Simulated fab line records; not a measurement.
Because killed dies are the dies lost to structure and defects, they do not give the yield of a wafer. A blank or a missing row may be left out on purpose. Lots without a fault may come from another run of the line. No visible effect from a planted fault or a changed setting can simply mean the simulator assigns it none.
fab line records	flow gf180mcu
record: lots: 12	wafers: 36	last_day: 34
route steps=602 shown V2@386 M3@425 V3@433
lots that met no fault: from a run of the same line without faults
start_h: hours from the record's opening day to when the first of the lot's shown wafers began	wait_h: hours from the lot's prior step to this one	" as in the row above	L1.1+2: one row covering several wafers at once	- value missing, or start not given	* or withheld: withheld	< > ~ a bound
route shown NAME@n: names a module that has steps shown in the file, with the first one's number in the route	usual: the fault-free wafers' mean and standard deviation	same: alike in all rows	chamber/n: place in a boat	sites: readings site by site	_std_site: standard deviation of those values	_edge_site: mean of outer sites minus mean of inner sites	radius_mm: how far each site lies from the wafer's centre	mask NAME#n: copy n	behind: tool/chamber where the wafer was last shaped	hold: reason for holding the lot/hours on hold/outcome of the hold	device: transistor that didn't switch, given as n, p or np	end of line: at the end of the route, the tests of the same wafers	where a step has no rows: the recipe by itself	killed: at the first sort, the dies lost to defects and structure; wafer yield is something else	map: a wafer's dies, marking killed ones x, the rest . and places with no die _
set.NAME: the setting that was run; set.NAME@STEP: the one run at that earlier step	model.NAME: the simulator's own value behind a step, which no gauge read
a sample of lots followed through the steps of the route, with each step as a table and each wafer as a row
services: from which hour (start_h, from the record's first day; less than 0 if before it) a tool's chamber was out of use, for how many hours, and why
== steps ==
step: GF_V2_CMP_04
recipe: material: SiO2	down_force_psi: 4	platen_rpm: 60	pad_velocity_m_s: 0.94248
usual: edge_zone_pressure_frac: 1.000/0.0049	motor_current_A: 12.5/0.7	time_to_endpoint_s: 75/5.6
lot.wafer	tool	chamber	start_h	wait_h	edge_zone_pressure_frac	motor_current_A	time_to_endpoint_s
L374.1	cmp-02	0	456.36	0.1	0.998	11.1	77
L374.2	"	2	"	"	0.999	13.3	71
L374.6	"	3	"	"	1.004	12.1	71
L375.4	cmp-02	0	476.19	0.0	1.002	11.6	74
L375.5	"	0	"	"	0.994	11.5	73
L375.6	"	1	"	"	1.000	12.5	71
L376.1	cmp-02	0	480.83	0.1	0.999	11.2	69
L376.3	"	1	"	"	1.002	13.2	63
L376.2	"	2	"	"	0.994	11.8	67
L377.2	cmp-02	1	490.23	0.0	1.003	12.2	66
L377.3	"	2	"	"	0.999	12.6	84
L377.5	"	1	"	"	0.999	13.0	72
L379.3	cmp-02	1	505.27	0.1	1.000	12.7	69
L379.1	"	3	"	"	1.003	12.5	69
L379.5	"	1	"	"	1.000	12.4	77
L380.4	cmp-01	2	513.27	0.0	0.996	12.9	83
L380.2	"	0	"	"	1.000	13.5	76
L380.1	"	1	"	"	1.001	13.0	67
L382.4	cmp-02	2	529.17	0.1	1.007	12.4	87
L382.1	"	0	"	"	0.997	11.1	79
L382.6	"	2	"	"	1.002	12.4	83
L383.4	cmp-02	3	545.05	0.1	1.000	12.3	73
L383.5	"	2	"	"	0.998	12.8	84
L383.6	"	3	"	"	0.993	12.5	73
L391.4	cmp-01	0	596.12	0.0	1.007	13.1	76
L391.1	"	3	"	"	1.003	12.4	64
L391.5	"	0	"	"	1.009	13.0	69
L392.1	cmp-02	2	602.02	0.1	0.994	12.7	79
L392.2	"	1	"	"	0.986	12.7	71
L392.6	"	3	"	"	0.998	12.4	81
L394.3	cmp-02	3	616.22	0.0	0.997	12.9	66
L394.2	"	0	"	"	0.996	11.5	70
L394.5	"	3	"	"	1.006	12.5	76
L395.1	cmp-02	0	623.64	0.1	1.008	11.9	78
L395.3	"	2	"	"	0.998	12.7	74
L395.6	"	3	"	"	0.999	12.2	79
step: GF_V2_CD_MEAS_14
recipe: target_cd_nm: 260
usual: cd_nm: 260.1/1.3
lot.wafer	tool	chamber	start_h	wait_h	cd_nm
L374.1	cd_sem-01	-	480.55	0.1	258.7
L374.2	"	-	"	"	259.0
L374.6	"	-	"	"	257.9
L375.4	cd_sem-02	-	500.91	0.1	261.1
L375.5	"	-	"	"	262.4
L375.6	"	-	"	"	262.9
L376.1	cd_sem-02	-	504.50	0.1	260.1
L376.2	"	-	"	"	259.9
L376.3	"	-	"	"	259.7
L377.2	cd_sem-02	-	514.17	0.1	261.5
L377.3	"	-	"	"	263.1
L377.5	"	-	"	"	262.0
L379.1	cd_sem-01	-	528.70	0.1	258.7
L379.3	"	-	"	"	258.4
L379.5	"	-	"	"	259.8
L380.1	cd_sem-01	-	536.10	0.1	258.7
L380.2	"	-	"	"	258.6
L380.4	"	-	"	"	259.2
L382.1	cd_sem-02	-	552.10	0.1	259.5
L382.4	"	-	"	"	259.6
L382.6	"	-	"	"	259.5
L383.4	cd_sem-02	-	567.16	0.1	261.5
L383.5	"	-	"	"	261.2
L383.6	"	-	"	"	262.1
L391.1	cd_sem-02	-	617.44	0.1	260.3
L391.4	"	-	"	"	259.5
L391.5	"	-	"	"	259.2
L392.1	cd_sem-02	-	623.19	0.1	261.1
L392.2	"	-	"	"	261.1
L392.6	"	-	"	"	260.8
L394.2	cd_sem-02	-	636.97	0.1	260.3
L394.3	"	-	"	"	260.7
L394.5	"	-	"	"	259.5
L395.1	cd_sem-02	-	643.35	0.1	261.1
L395.3	"	-	"	"	261.6
L395.6	"	-	"	"	262.6
step: GF_M3_METAL_ETCH_16
recipe: chemistry: Cl2/BCl3	mask_material: KrF	target_depth_nm: 627.5	stop_on: SiO2	pressure_mtorr: 8	icp_w: 800	bias_w: 140	Cl2_flow_sccm: 80	bcl3_flow_sccm: 40	time_s: 104.6
usual: bias_w: 140.1/0.39	drypump_motor_current_A: 5.65/0.28	mfc_cl2_sccm: 79.97/0.25	oes_product_au: 0.971/0.0074	throttle_valve_pct: 28.251/0.012
lot.wafer	tool	chamber	start_h	wait_h	bias_w	drypump_motor_current_A	mfc_cl2_sccm	oes_product_au	rf_hours_counter_h	throttle_valve_pct
L374.1	rie_metal-03	0	506.60	0.0	139.8	6.02	79.89	0.968	8	28.240
L374.2	"	1	"	"	140.4	5.92	79.97	0.979	1	28.230
L374.6	"	0	"	"	141.1	6.02	79.83	0.970	-	28.255
L375.4	rie_metal-01	0	525.90	0.0	140.2	5.57	80.34	0.974	-	28.266
L375.5	"	0	"	"	140.8	5.60	80.61	0.965	-	28.270
L375.6	"	1	"	"	140.1	5.60	80.13	0.975	-	28.247
L376.1	rie_metal-01	0	529.61	0.0	140.4	5.58	80.16	0.955	9	28.258
L376.2	"	1	"	"	139.8	5.59	79.87	0.983	10	28.253
L376.3	"	1	"	"	140.3	5.60	80.01	0.967	-	28.239
L377.2	rie_metal-03	1	538.91	0.0	139.4	5.92	80.25	0.981	2	28.244
L377.3	"	0	"	"	139.8	5.99	79.59	0.976	-	28.241
L377.5	"	0	"	"	140.1	5.99	79.59	0.976	-	28.225
L379.1	rie_metal-03	1	553.16	0.0	139.8	5.92	80.73	0.982	3	28.243
L379.3	"	1	"	"	139.8	5.88	80.06	0.973	-	28.253
L379.5	"	1	"	"	140.5	5.88	80.62	0.971	-	28.241
L380.1	rie_metal-01	1	559.81	0.0	139.9	5.61	79.46	0.970	11	28.252
L380.2	"	1	"	"	140.0	5.63	80.14	0.975	-	28.244
L380.4	"	1	"	"	140.7	5.60	79.48	0.983	-	28.236
L382.1	rie_metal-02	1	575.11	0.0	139.9	5.29	80.14	0.971	3	28.252
L382.4	"	0	"	"	139.7	5.32	79.99	0.962	-	28.255
L382.6	"	1	"	"	140.2	5.27	80.04	0.979	-	28.237
L383.4	rie_metal-03	0	590.45	0.0	173.2	5.99	79.88	0.968	-	28.253
L383.5	"	1	"	"	140.2	5.93	79.95	0.960	-	28.273
L383.6	"	0	"	"	173.3	5.97	79.85	0.969	-	28.261
L391.1	rie_metal-01	0	639.56	0.0	139.9	5.59	80.01	0.964	12	28.265
L391.4	"	1	"	"	139.9	5.61	79.89	0.968	-	28.252
L391.5	"	1	"	"	140.2	5.60	79.85	0.973	-	28.256
L392.1	rie_metal-02	1	644.95	0.0	139.6	5.30	80.28	0.970	6	28.266
L392.2	"	0	"	"	139.7	5.33	79.88	0.962	4	28.269
L392.6	"	1	"	"	139.7	5.29	80.13	0.962	-	28.259
L394.2	rie_metal-02	1	658.70	0.0	140.9	5.29	79.33	0.971	6	28.238
L394.3	"	0	"	"	139.9	5.31	80.30	0.968	-	28.248
L394.5	"	0	"	"	140.0	5.32	80.10	0.976	-	28.246
L395.1	rie_metal-02	1	665.20	0.0	140.4	5.25	79.65	0.965	6	28.252
L395.3	"	1	"	"	140.7	5.27	79.59	0.981	-	28.260
L395.6	"	0	"	"	139.1	5.32	80.13	0.958	-	28.256
step: GF_M3_STRIP_17
recipe: chemistry: O2/N2	power_w: 1400	pressure_mtorr: 1500	platen_temp_c: 250	o2_flow_sccm: 3000	n2_flow_sccm: 300	overash_fraction: 0.5
usual: drypump_motor_current_A: 5.7/0.51	heater_power_w: 330/46	oes_product_au: 0.557/0.0052	strip_time_to_endpoint_s: 7.87/0.057
lot.wafer	tool	chamber	start_h	wait_h	drypump_motor_current_A	heater_power_w	oes_product_au	rf_hours_counter_h	strip_time_to_endpoint_s
L374.1	plasma_asher-02	0	506.71	0.1	6.4	287	0.553	69	7.84
L374.2	"	1	"	"	5.6	306	0.553	69	7.81
L374.6	"	0	"	"	6.4	292	0.551	-	7.88
L375.4	plasma_asher-02	1	526.00	0.1	5.6	305	0.560	-	7.85
L375.5	"	0	"	"	6.4	280	0.555	-	7.83
L375.6	"	1	"	"	5.6	307	0.558	-	7.92
L376.1	plasma_asher-03	0	529.72	0.1	6.1	333	0.556	44	7.84
L376.2	"	1	"	"	5.5	357	0.558	44	7.92
L376.3	"	0	"	"	6.1	328	0.568	-	7.96
L377.2	plasma_asher-03	0	539.02	0.1	6.1	327	0.556	45	7.79
L377.3	"	1	"	"	5.5	354	0.553	-	7.81
L377.5	"	0	"	"	6.1	324	0.556	-	7.81
L379.1	plasma_asher-03	0	553.27	0.1	6.1	325	0.553	46	7.83
L379.3	"	1	"	"	5.6	358	0.551	-	7.81
L379.5	"	0	"	"	6.1	323	0.551	-	7.82
L380.1	plasma_asher-03	0	560.03	0.2	6.1	333	0.563	47	7.91
L380.2	"	1	"	"	5.6	358	0.556	47	7.88
L380.4	"	1	"	"	5.6	356	0.561	-	7.89
L382.1	plasma_asher-01	0	575.22	0.1	5.7	417	0.561	99	7.93
L382.4	"	0	"	"	5.7	410	0.564	-	7.99
L382.6	"	0	"	"	5.6	421	0.557	-	7.90
L383.4	plasma_asher-01	1	590.55	0.1	4.7	281	0.553	-	7.68
L383.5	"	0	"	"	5.6	423	0.550	-	7.81
L383.6	"	1	"	"	4.7	279	0.559	-	7.67
L391.1	plasma_asher-02	0	639.67	0.1	6.4	277	0.548	84	7.85
L391.4	"	1	"	"	5.6	305	0.555	-	7.85
L391.5	"	1	"	"	5.6	306	0.557	-	7.84
L392.1	plasma_asher-03	1	645.06	0.1	5.5	356	0.553	56	7.87
L392.2	"	0	"	"	6.1	320	0.565	56	7.90
L392.6	"	1	"	"	5.6	356	0.552	-	7.86
L394.2	plasma_asher-03	0	658.82	0.1	6.1	317	0.555	57	7.87
L394.3	"	1	"	"	5.5	356	0.561	-	7.91
L394.5	"	0	"	"	6.2	322	0.559	-	7.87
L395.1	plasma_asher-03	0	665.31	0.1	6.1	327	0.563	58	7.90
L395.3	"	0	"	"	6.1	331	0.568	-	7.90
L395.6	"	1	"	"	5.6	366	0.560	-	7.97
step: GF_V3_CMP_04
recipe: material: SiO2	down_force_psi: 4	platen_rpm: 60	pad_velocity_m_s: 0.94248
usual: edge_zone_pressure_frac: 1.000/0.0049	motor_current_A: 12.5/0.81	time_to_endpoint_s: 75/5.4
lot.wafer	tool	chamber	start_h	wait_h	edge_zone_pressure_frac	motor_current_A	time_to_endpoint_s
L374.2	cmp-02	2	507.59	0.1	1.002	13.2	80
L374.1	"	0	"	"	0.999	11.1	72
L374.6	"	1	"	"	0.999	12.5	77
L375.4	cmp-02	3	526.92	0.2	0.995	12.4	81
L375.6	"	3	"	"	1.005	12.6	82
L375.5	"	0	"	"	1.001	11.4	84
L376.1	cmp-02	2	530.52	0.1	0.996	12.5	76
L376.3	"	3	"	"	0.996	13.0	66
L376.2	"	0	"	"	1.006	10.8	76
L377.3	cmp-01	2	539.82	0.0	0.996	13.8	75
L377.2	"	0	"	"	0.997	13.0	75
L377.5	"	3	"	"	0.999	12.0	72
L379.3	cmp-02	3	554.55	0.1	0.995	12.3	75
L379.1	"	1	"	"	1.000	12.7	68
L379.5	"	2	"	"	1.006	12.3	84
L380.2	cmp-02	3	561.30	0.0	0.994	12.2	70
L380.4	"	0	"	"	1.000	11.3	83
L380.1	"	2	"	"	0.992	12.0	82
L382.4	cmp-02	0	576.02	0.0	1.007	11.3	76
L382.1	"	3	"	"	1.003	12.7	67
L382.6	"	0	"	"	1.002	11.3	74
L383.4	cmp-01	2	591.42	0.1	0.998	13.3	71
L383.5	"	0	"	"	1.007	13.0	68
L383.6	"	1	"	"	1.006	13.3	70
L391.1	cmp-01	0	640.51	0.1	1.008	12.8	73
L391.4	"	1	"	"	1.003	13.5	74
L391.5	"	0	"	"	0.994	12.9	76
L392.1	cmp-01	0	645.91	0.1	0.993	13.0	82
L392.2	"	2	"	"	0.994	14.1	81
L392.6	"	0	"	"	0.993	12.8	81
L394.3	cmp-01	2	659.67	0.1	1.003	13.8	72
L394.2	"	3	"	"	1.003	12.5	62
L394.5	"	1	"	"	1.006	13.4	82
L395.3	cmp-01	0	666.11	0.0	1.003	12.8	75
L395.1	"	1	"	"	0.999	13.9	82
L395.6	"	0	"	"	0.997	12.3	85
== services ==
tool	chamber	start_h	hours	kind
rie_metal-03	-	435.09	0.9	repair
cmp-02	-	437.40	2.0	repair
cmp-02	-	439.70	11.9	pm
plasma_asher-03	-	452.44	3.4	repair
cmp-01	-	467.82	6.8	pm
cmp-01	-	480.78	13.8	pm
rie_metal-01	1	497.54	9.1	repair
rie_metal-03	0	500.14	1.0	repair
cmp-02	-	500.30	4.7	repair
rie_metal-02	-	504.46	4.3	pm
cmp-02	-	512.61	2.0	repair
cmp-01	-	521.30	5.9	repair
cmp-02	-	535.28	6.3	pm
rie_metal-03	0	540.59	4.2	repair
rie_metal-01	0	555.53	14.4	repair
cmp-01	-	558.50	0.6	repair
cmp-01	-	559.62	1.8	repair
cmp-01	-	572.00	4.0	pm
cmp-01	-	575.42	3.2	repair
rie_metal-01	1	579.97	7.6	repair
cmp-01	-	587.67	0.2	repair
cmp-02	-	599.29	1.6	repair
cmp-01	-	632.35	1.9	repair
cmp-02	-	663.51	5.3	pm
== key ==
first_sign: step: GF_M3_METAL_ETCH_16	reading: bias_w	direction: up	sigmas: 85	usual: 140.1	struck: 173.2
effect: step: GF_M3_STRIP_17	reading: strip_time_to_endpoint_s	direction: down	sigmas: 3.3	usual: *	struck: *
met_at GF_M3_METAL_ETCH_16
struck_lots L383
struck_wafers L383.4,L383.6
not_acting_at GF_V2_CMP_04,GF_V2_CD_MEAS_14,GF_V3_CMP_04
onset_between 538.91 590.45
fault: kind: process_parameter_drift	tool: rie_metal-03	chamber: 0	onset_h: 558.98	steps: GF_M3_METAL_ETCH_16	channel: bias_w	offset: 32.98	shape: step	end_h: 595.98	acts_in: these_recipes_only	stated: 140
